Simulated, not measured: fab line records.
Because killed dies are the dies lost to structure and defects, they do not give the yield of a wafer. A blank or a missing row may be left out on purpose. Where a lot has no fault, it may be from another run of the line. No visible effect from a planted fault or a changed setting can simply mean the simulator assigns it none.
Shared-tool check | flow gf180mcu | 33 wafers sampled across 11 lots

THE REASON FOR OPENING IT
Of 11 lots, 1 have the reading HV_LDD_3_TW flagged at GF_HV_LDD_TW_MEAS_38. No-fault wafers: 1444, standard deviation 6.7.
Rule: a lot is flagged in two cases, either no wafer of it has a number, or all its wafers with numbers fall more than 4 standard deviations from that mean. The rest of the lots are taken to be sound.

lot  | measured     | on           | HV_LDD_3_TW, wafer by wafer | flag
L284 | day 11 17:41 | filmMetro-02 | 1446 1442 1455              | 
L285 | day 12 01:38 | filmMetro-03 | 1429 1438 1445              | 
L286 | day 12 02:56 | filmMetro-04 | 1452 1449 1447              | 
L287 | day 12 12:12 | filmMetro-03 | 1442 1446 1444              | 
L291 | day 13 19:50 | filmMetro-02 | 1443 1445 1452              | 
L292 | day 14 05:30 | filmMetro-04 | 1445 1450 1457              | 
L294 | day 15 00:52 | filmMetro-04 | 1448 1453 1450              | 
L295 | day 15 06:37 | filmMetro-02 | 1446 1443 1446              | 
L297 | day 15 20:17 | filmMetro-04 | 1443 1449 1446              | 
L298 | day 16 05:29 | filmMetro-03 | 1446 1438 1449              | 
L300 | day 16 14:31 | filmMetro-02 | 1038 1034 1035              | FLAGGED
The mean of the flagged lots' numbers is 1036, -408 from the usual (-61 standard deviations).

LOT BY LOT: THE TOOL USED
The record holds 2 process steps before the reading, out of a route of 602 steps. Cell contents, in order: the tool; ch with the chambers the sampled wafers went through; the start.
lot  | flag    | GF_HV_LDD_STRIP_22                  | GF_HV_LDD_STRIP_37
L284 |         | plasmaAsher-01 ch 0, day 10 21:40   | plasmaAsher-03 ch 1, day 11 17:35
L285 |         | plasmaAsher-04 ch 0,1, day 11 06:26 | plasmaAsher-04 ch 0,1, day 12 01:32
L286 |         | plasmaAsher-03 ch 1, day 11 07:25   | plasmaAsher-04 ch 0,1, day 12 02:49
L287 |         | plasmaAsher-01 ch 0,1, day 11 16:52 | plasmaAsher-03 ch 0,1, day 12 12:07
L291 |         | plasmaAsher-03 ch 0,1, day 12 23:26 | plasmaAsher-04 ch 0,1, day 13 19:44
L292 |         | plasmaAsher-01 ch 0,1, day 13 08:57 | plasmaAsher-03 ch 0,1, day 14 05:25
L294 |         | plasmaAsher-03 ch 0,1, day 14 03:06 | plasmaAsher-04 ch 0,1, day 15 00:46
L295 |         | plasmaAsher-01 ch 0,1, day 14 08:46 | plasmaAsher-01 ch 0,1, day 15 06:31
L297 |         | plasmaAsher-04 ch 0,1, day 14 21:23 | plasmaAsher-04 ch 0,1, day 15 20:11
L298 |         | plasmaAsher-03 ch 0,1, day 15 06:49 | plasmaAsher-03 ch 1, day 16 05:23
L300 | FLAGGED | plasmaAsher-01 ch 0,1, day 15 15:50 | plasmaAsher-01 ch 0,1, day 16 14:25
What is done by these steps:
- GF_HV_LDD_STRIP_22: strips in O2/N2.
- GF_HV_LDD_STRIP_37: strips in O2/N2.
- GF_HV_LDD_TW_MEAS_38

FLAGGED OVER TOTAL, TOOL BY TOOL (the gauges that took the reading come last)
step                 | tool           | lots run | flagged | share of the flagged lots | sound lots run after its first flagged lot
GF_HV_LDD_STRIP_22   | plasmaAsher-01 | 5        | 1       | all                       | 0
GF_HV_LDD_STRIP_22   | plasmaAsher-03 | 4        | 0       | none                      | -
GF_HV_LDD_STRIP_22   | plasmaAsher-04 | 2        | 0       | none                      | -
GF_HV_LDD_STRIP_37   | plasmaAsher-01 | 2        | 1       | all                       | 0
GF_HV_LDD_STRIP_37   | plasmaAsher-03 | 4        | 0       | none                      | -
GF_HV_LDD_STRIP_37   | plasmaAsher-04 | 5        | 0       | none                      | -
GF_HV_LDD_TW_MEAS_38 | filmMetro-02   | 4        | 1       | all                       | 0
GF_HV_LDD_TW_MEAS_38 | filmMetro-03   | 3        | 0       | none                      | -
GF_HV_LDD_TW_MEAS_38 | filmMetro-04   | 4        | 0       | none                      | -

THE TABLE: WHAT IT ALLOWS
3 rows of the table ran every flagged lot: plasmaAsher-01 at GF_HV_LDD_STRIP_22, plasmaAsher-01 at GF_HV_LDD_STRIP_37, filmMetro-02 at GF_HV_LDD_TW_MEAS_38.
- plasmaAsher-01 at GF_HV_LDD_STRIP_22: 1 of its 5 lots flagged. Its last sound lot is L295 (day 14 08:46), its first flagged lot L300 (day 15 15:50): a fault that began between those two fits. Its own readings lie more than 4 standard deviations out on every wafer of the flagged lots: oesProductAu.
- plasmaAsher-01 at GF_HV_LDD_STRIP_37: 1 of its 2 lots flagged. Its last sound lot is L295 (day 15 06:31), its first flagged lot L300 (day 16 14:25): a fault that began between those two fits. Its own readings lie more than 4 standard deviations out on every wafer of the flagged lots: stripTimeToEndpointS.
- filmMetro-02 at GF_HV_LDD_TW_MEAS_38: 1 of its 4 lots flagged. Its last sound lot is L295 (day 15 06:37), its first flagged lot L300 (day 16 14:31): a fault that began between those two fits.
A lot count leaves these 2 tools indistinguishable: every one of them fits a fault beginning at some hour. More lots, or a look at what each step does to the wafer, might.

WHAT THE SIMULATOR PUT IN
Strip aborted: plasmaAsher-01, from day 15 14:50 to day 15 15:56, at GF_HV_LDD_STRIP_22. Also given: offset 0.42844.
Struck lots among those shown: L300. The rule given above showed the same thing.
